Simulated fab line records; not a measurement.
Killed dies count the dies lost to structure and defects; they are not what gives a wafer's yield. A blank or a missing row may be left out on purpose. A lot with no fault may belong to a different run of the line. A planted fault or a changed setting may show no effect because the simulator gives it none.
Which tool was responsible? -- flow gf180mcu -- 13 lots with 39 wafers sampled at 4 steps, on a route of 602 steps

== WHAT THE GAUGES READ, wafer by wafer ==
GF_V5_THK_MEAS_01. Usual: V5_CVD_00_THK typically reads 301 nm, with standard deviation 3.8.
lot,measured,on,V5_CVD_00_THK (nm),flag
L954,day 26 14:16,film metro-04,301 304 301,
L956,day 27 06:33,film metro-04,305 299 302,
L957,day 27 10:17,film metro-01,299 303 303,
L959,day 28 03:16,film metro-04,299 299 303,
L958,day 28 05:31,film metro-03,308 300 306,
L960,day 28 07:35,film metro-04,296 298 298,
L961,day 28 19:13,film metro-01,290 292 300,
L963,day 29 12:59,film metro-01,297 301 301,
L967,day 30 18:08,film metro-01,302 304 303,
L969,day 31 05:13,film metro-01,298 298 298,
L973,day 32 02:23,film metro-01,296 300 299,
L974,day 32 12:07,film metro-04,292 301 302,
L976,day 32 19:26,film metro-03,301 295 299,

GF_TOP_METAL_CD_MEAS_14: the cd target is 440 nm. Usual: cd nm 440.5 nm, standard deviation 2.5.
lot,measured,on,cd nm (nm),flag
L954,day 28 08:24,cd sem-02,442.7 442.1 442.6,
L956,day 29 00:16,cd sem-02,436.9 436.4 438.6,
L957,day 29 04:30,cd sem-01,435.9 436.1 439.5,
L959,day 29 19:31,cd sem-02,443.2 439.0 439.5,
L958,day 29 21:55,cd sem-02,445.7 445.6 446.3,
L960,day 29 23:04,cd sem-01,439.1 441.3 438.7,
L961,day 30 11:07,cd sem-01,444.9 442.3 441.8,
L963,day 31 04:47,cd sem-02,441.5 439.9 439.1,
L967,day 32 07:27,cd sem-01,442.7 440.5 442.7,
L969,day 32 17:17,cd sem-01,438.3 439.9 435.8,
L973,day 33 13:31,cd sem-02,441.8 440.5 441.2,
L974,day 33 22:17,cd sem-01,438.4 437.6 437.8,
L976,day 34 05:53,cd sem-01,438.8 439.4 439.3,

== EACH LOT AND THE TOOL THAT RAN IT (in order: tool; ch and the chambers of the sampled wafers; start) ==
lot,GF_NSD_STRIP_11,GF_TOP_METAL_SPUTTER_03
L954,"plasma asher-03 ch 0,1, day 13 14:13","pvd sputter-03, day 27 12:30"
L956,"plasma asher-02 ch 0,1, day 14 06:42","pvd sputter-02, day 28 04:54"
L957,"plasma asher-04 ch 0,1, day 14 09:40","pvd sputter-04, day 28 08:41"
L959,"plasma asher-02 ch 0,1, day 15 02:27","pvd sputter-03, day 29 01:03"
L958,"plasma asher-03 ch 0,1, day 15 05:19","pvd sputter-04, day 29 03:00"
L960,"plasma asher-04 ch 0,1, day 15 09:49","pvd sputter-02, day 29 04:38"
L961,"plasma asher-02 ch 0,1, day 15 19:40","pvd sputter-02, day 29 17:19"
L963,"plasma asher-04 ch 0,1, day 16 17:43","pvd sputter-02, day 30 10:16"
L967,"plasma asher-02 ch 0,1, day 18 04:04","pvd sputter-04, day 31 14:20"
L969,"plasma asher-02 ch 0,1, day 18 22:22","pvd sputter-02, day 32 00:40"
L973,"plasma asher-02 ch 0,1, day 20 01:21","pvd sputter-03, day 32 21:27"
L974,"plasma asher-03 ch 0,1, day 20 14:49","pvd sputter-03, day 33 06:50"
L976,"plasma asher-02 ch 0,1, day 21 02:37","pvd sputter-03, day 33 14:05"
- GF_NSD_STRIP_11: strips in O2/N2.
- GF_TOP_METAL_SPUTTER_03: material Ti, target thk 5 nm, time 3.3 s.

== WHAT THE TOOLS THEMSELVES READ (means of the sampled wafers that have a number; where no wafer has one, the mark that the record gives instead) ==
GF_NSD_STRIP_11. Usual: chamber pressure mTorr 1500.1 mTorr, standard deviation 1.7; drypump motor current A 5.8 A, standard deviation 0.37; heater power w 327 W, standard deviation 25; oes product au 0.488 a.u., standard deviation 0.0046; strip time to endpoint s 22.97 s, standard deviation 0.038.
lot,tool,chamber pressure mTorr (mTorr),drypump motor current A (A),heater power w (W),oes product au (a.u.),strip time to endpoint s (s),flag
L954,plasma asher-03,1499.1,5.7,344,0.482,22.98,
L956,plasma asher-02,1499.1,6.2,301,0.487,22.98,
L957,plasma asher-04,1500.9,5.4,339,0.491,22.97,
L959,plasma asher-02,1499.6,6.3,288,0.487,23.04,
L958,plasma asher-03,1499.7,5.8,339,0.484,22.99,
L960,plasma asher-04,1499.2,5.4,340,0.490,22.97,
L961,plasma asher-02,1498.7,6.3,288,0.488,22.98,
L963,plasma asher-04,1500.9,5.4,341,0.488,22.99,
L967,plasma asher-02,1499.7,6.3,298,0.486,22.98,
L969,plasma asher-02,1501.6,6.3,309,0.489,22.98,
L973,plasma asher-02,1499.0,6.2,294,0.486,22.92,
L974,plasma asher-03,1501.4,5.7,340,0.493,23.03,
L976,plasma asher-02,1499.8,6.2,299,0.488,22.94,

GF_TOP_METAL_SPUTTER_03. Usual: cathode dc power W 3000.0 W, standard deviation 0.53; throttle valve pct 29.5 %, standard deviation 0.93.
lot,tool,cathode dc power W (W),throttle valve pct (%),flag
L954,pvd sputter-03,3000.3,29.2,
L956,pvd sputter-02,3000.4,29.4,
L957,pvd sputter-04,3000.3,29.2,
L959,pvd sputter-03,2999.6,30.3,
L958,pvd sputter-04,3000.2,28.8,
L960,pvd sputter-02,2999.6,28.9,
L961,pvd sputter-02,2999.8,29.0,
L963,pvd sputter-02,2999.6,28.9,
L967,pvd sputter-04,3000.0,28.3,
L969,pvd sputter-02,3000.9,28.7,
L973,pvd sputter-03,2999.6,30.6,
L974,pvd sputter-03,2999.5,29.6,
L976,pvd sputter-03,3000.0,30.5,

== THE ANSWER, worked out from the rows above alone ==
Rule: a lot is off if the mean of its wafers that have a number lies more than 3 standard deviations from the usual mean. A lot without any number at a reading at which 4 lots or more have one is off too. Any other lot the step has rows for is counted as sound. After the gauges, taken in route order, come the tools' own readings; for these a lot's mean is taken, as printed above. The first step at which some lot is off is used, and at that step the reading that is off furthest; a lot without a number counts as furthest.
No lot is off on any of the readings shown, so nothing can be concluded from this.

== WHAT THE SIMULATOR HAD INSERTED ==
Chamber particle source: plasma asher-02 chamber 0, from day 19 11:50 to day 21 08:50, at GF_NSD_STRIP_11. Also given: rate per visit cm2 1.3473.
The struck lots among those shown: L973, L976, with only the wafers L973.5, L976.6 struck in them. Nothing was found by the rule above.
